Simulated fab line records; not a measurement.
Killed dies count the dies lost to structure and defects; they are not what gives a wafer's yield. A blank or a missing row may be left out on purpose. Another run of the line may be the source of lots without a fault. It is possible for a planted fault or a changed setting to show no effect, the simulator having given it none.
Which tool did it? -- flow sky130 -- 11 lots, 33 wafers sampled, at 6 steps of a route of 708

== WHAT THE GAUGES READ, wafer by wafer ==
SKY_FIELD_ISO_BOW_MEAS_00. Usual: INCOMING_BOW -1 um, standard deviation 5.5.
lot,measured,on,INCOMING_BOW (um),flag
L886,day 1 20:02,filmMetro-04,0 1 -7,
L889,day 2 11:02,filmMetro-04,0 1 1,
L890,day 2 16:01,filmMetro-04,-3 2 3,
L891,day 2 21:01,filmMetro-04,8 1 -2,
L892,day 3 02:02,filmMetro-02,11 -9 1,
L895,day 3 17:01,filmMetro-04,0 3 2,
L901,day 4 23:01,filmMetro-02,-3 5 6,
L903,day 5 09:00,filmMetro-02,-6 -12 -6,
L904,day 5 14:00,filmMetro-04,5 -7 4,
L905,day 5 19:01,filmMetro-04,3 -8 0,
L907,day 6 05:00,filmMetro-02,-1 -6 -12,

SKY_SD_P_OVL_MEAS_08. Usual: SD_P_OVL -0.2 nm, standard deviation 1.2.
lot,measured,on,SD_P_OVL (nm),flag
L886,day 27 19:32,overlay-02,-0.6 0.7 1.7,
L889,day 27 23:58,overlay-01,1.4 -0.6 1.0,
L890,day 27 22:11,overlay-01,-0.7 -0.6 1.0,
L891,day 27 23:26,overlay-02,0.8 0.9 1.5,
L892,day 28 13:34,overlay-02,-1.2 0.5 0.6,
L895,day 29 04:59,overlay-01,0.2 -1.3 -1.1,
L901,day 31 22:44,overlay-01,0.7 -1.1 1.0,
L903,day 32 06:49,overlay-02,-0.1 -1.4 0.1,
L904,day 32 05:55,overlay-01,-0.7 -1.9 -0.4,
L905,day 32 07:32,overlay-02,-2.7 -0.6 -2.7,
L907,day 33 01:22,overlay-02,-1.6 0.8 -1.2,

SKY_SD_N_RS_MEAS_16: uses a four-point probe to measure. Usual: SD_N_RS 68.57 ohm/sq, standard deviation 0.11.
lot,measured,on,SD_N_RS (ohm/sq),flag
L886,day 30 04:31,filmMetro-01,68.36 68.48 68.59,
L889,day 30 08:55,filmMetro-03,70.87 70.91 70.84,OFF
L890,day 30 07:10,filmMetro-02,68.75 68.72 68.75,
L891,day 30 08:25,filmMetro-02,68.69 68.69 68.65,
L892,day 30 21:35,filmMetro-03,70.89 70.97 70.93,OFF
L895,day 31 13:54,filmMetro-01,70.96 70.76 70.88,OFF
L901,day 34 05:43,filmMetro-02,68.55 68.49 68.53,
L903,day 34 13:41,filmMetro-02,68.57 68.61 68.48,
L904,day 34 12:38,filmMetro-01,68.61 68.52 68.70,
L905,day 34 14:13,filmMetro-03,68.32 68.37 68.54,
L907,day 35 08:04,filmMetro-02,68.63 68.68 68.50,

SKY_SD_N_RS_MEAS_17: uses a four-point probe to measure. Usual: SD_P_RS 147.1 ohm/sq, standard deviation 0.37.
lot,measured,on,SD_P_RS (ohm/sq),flag
L886,day 30 04:38,filmMetro-01,146.6 146.7 146.7,
L889,day 30 09:02,filmMetro-03,159.7 159.9 159.9,OFF
L890,day 30 07:17,filmMetro-02,147.8 148.1 147.3,
L891,day 30 08:32,filmMetro-02,146.9 147.2 147.1,
L892,day 30 21:42,filmMetro-03,160.0 159.8 160.1,OFF
L895,day 31 14:01,filmMetro-01,160.2 160.2 161.0,OFF
L901,day 34 05:50,filmMetro-02,146.8 146.7 146.6,
L903,day 34 13:48,filmMetro-02,147.4 147.5 147.3,
L904,day 34 12:46,filmMetro-01,147.3 147.5 147.3,
L905,day 34 14:20,filmMetro-03,146.4 146.3 147.1,
L907,day 35 08:11,filmMetro-02,146.8 146.6 146.8,

== EACH LOT AND THE TOOL THAT RAN IT (in order: tool; ch and the chambers of the sampled wafers; start) ==
lot,SKY_NWELL_STRIP_14,SKY_SD_N_RTA_14
L886,"plasmaAsher-02 ch 0,1, day 4 23:54","rtpAnneal-01 ch 0, day 30 04:20"
L889,"plasmaAsher-01 ch 0,1, day 5 16:13","rtpAnneal-01 ch 0, day 30 08:44"
L890,"plasmaAsher-04 ch 0, day 6 00:50","rtpAnneal-01 ch 0, day 30 06:59"
L891,"plasmaAsher-02 ch 0,1, day 6 07:50","rtpAnneal-02 ch 0, day 30 08:13"
L892,"plasmaAsher-02 ch 0,1, day 6 11:21","rtpAnneal-01 ch 0, day 30 21:23"
L895,"plasmaAsher-02 ch 0,1, day 7 08:22","rtpAnneal-01 ch 0, day 31 13:43"
L901,"plasmaAsher-04 ch 0,1, day 9 06:37","rtpAnneal-02 ch 0, day 34 05:31"
L903,"plasmaAsher-01 ch 0,1, day 9 13:32","rtpAnneal-02 ch 0, day 34 13:31"
L904,"plasmaAsher-04 ch 0,1, day 9 15:13","rtpAnneal-01 ch 0, day 34 12:28"
L905,"plasmaAsher-04 ch 0,1, day 9 20:49","rtpAnneal-01 ch 0, day 34 14:02"
L907,"plasmaAsher-04 ch 0,1, day 10 06:46","rtpAnneal-01 ch 0, day 35 07:53"
- SKY_NWELL_STRIP_14: strips in O2/N2.
- SKY_SD_N_RTA_14: time 2 s.

== WHAT THE TOOLS THEMSELVES READ (means of the sampled wafers that have a number; where no wafer has one, the mark that the record gives instead) ==
SKY_NWELL_STRIP_14. Usual: drypumpMotorCurrentA 5.7 A, standard deviation 0.55; oesProductAu 0.722 a.u., standard deviation 0.0044; stripTimeToEndpointS 36.90 s, standard deviation 0.12.
lot,tool,drypumpMotorCurrentA (A),oesProductAu (a.u.),stripTimeToEndpointS (s),flag
L886,plasmaAsher-02,5.3,0.723,36.86,
L889,plasmaAsher-01,5.4,0.719,36.86,
L890,plasmaAsher-04,6.4,0.722,37.00,
L891,plasmaAsher-02,5.6,0.725,36.88,
L892,plasmaAsher-02,5.3,0.723,36.92,
L895,plasmaAsher-02,5.6,0.722,36.89,
L901,plasmaAsher-04,6.1,0.722,36.88,
L903,plasmaAsher-01,5.4,0.724,37.00,
L904,plasmaAsher-04,6.1,0.724,36.82,
L905,plasmaAsher-04,6.1,0.722,36.78,
L907,plasmaAsher-04,6.1,0.726,36.94,

SKY_SD_N_RTA_14. Usual: chamberO2Ppm 2.004, standard deviation 0.023; lampPowerPct 15.74 %, standard deviation 0.047; wafer_temp_C_max 1078.0, standard deviation 1.3.
lot,tool,chamberO2Ppm,lampPowerPct (%),wafer_temp_C_max,flag
L886,rtpAnneal-01,2.033,15.78,1077.8,
L889,rtpAnneal-01,2.009,15.22,1076.9,OFF
L890,rtpAnneal-01,2.014,15.72,1077.9,
L891,rtpAnneal-02,1.991,15.71,1077.8,
L892,rtpAnneal-01,2.019,15.28,1078.1,OFF
L895,rtpAnneal-01,1.996,15.25,1076.3,OFF
L901,rtpAnneal-02,2.017,15.73,1077.8,
L903,rtpAnneal-02,1.980,15.74,1076.8,
L904,rtpAnneal-01,2.000,15.72,1076.9,
L905,rtpAnneal-01,1.989,15.75,1078.5,
L907,rtpAnneal-01,2.000,15.74,1077.7,

== THE ANSWER, worked out from the rows above alone ==
Rule: a lot is off if the mean of its wafers that have a number lies more than 3 standard deviations from the usual mean. A lot without any number at a reading at which 4 lots or more have one is off too. The other lots that the step has rows for count as sound. Order of review: gauges by route order, followed by the tools' own readings, for which a lot's mean as printed above is used. At the first step where some lot is off, the reading lying furthest off is the one used; lots without a number count as furthest.
Off: L889, L892, L895, seen at SKY_SD_N_RS_MEAS_16 (SD_N_RS).
A tool fits if, at a process step before that reading, it ran every lot that is off, and no sound lot after the first of them. The gauges at SKY_SD_N_RS_MEAS_16 aren't tried: what is off there is off at SKY_SD_N_RTA_14 too, on other tools, and a gauge's error can't cause that. No candidate that was tried fits.

== WHAT THE SIMULATOR PUT IN ==
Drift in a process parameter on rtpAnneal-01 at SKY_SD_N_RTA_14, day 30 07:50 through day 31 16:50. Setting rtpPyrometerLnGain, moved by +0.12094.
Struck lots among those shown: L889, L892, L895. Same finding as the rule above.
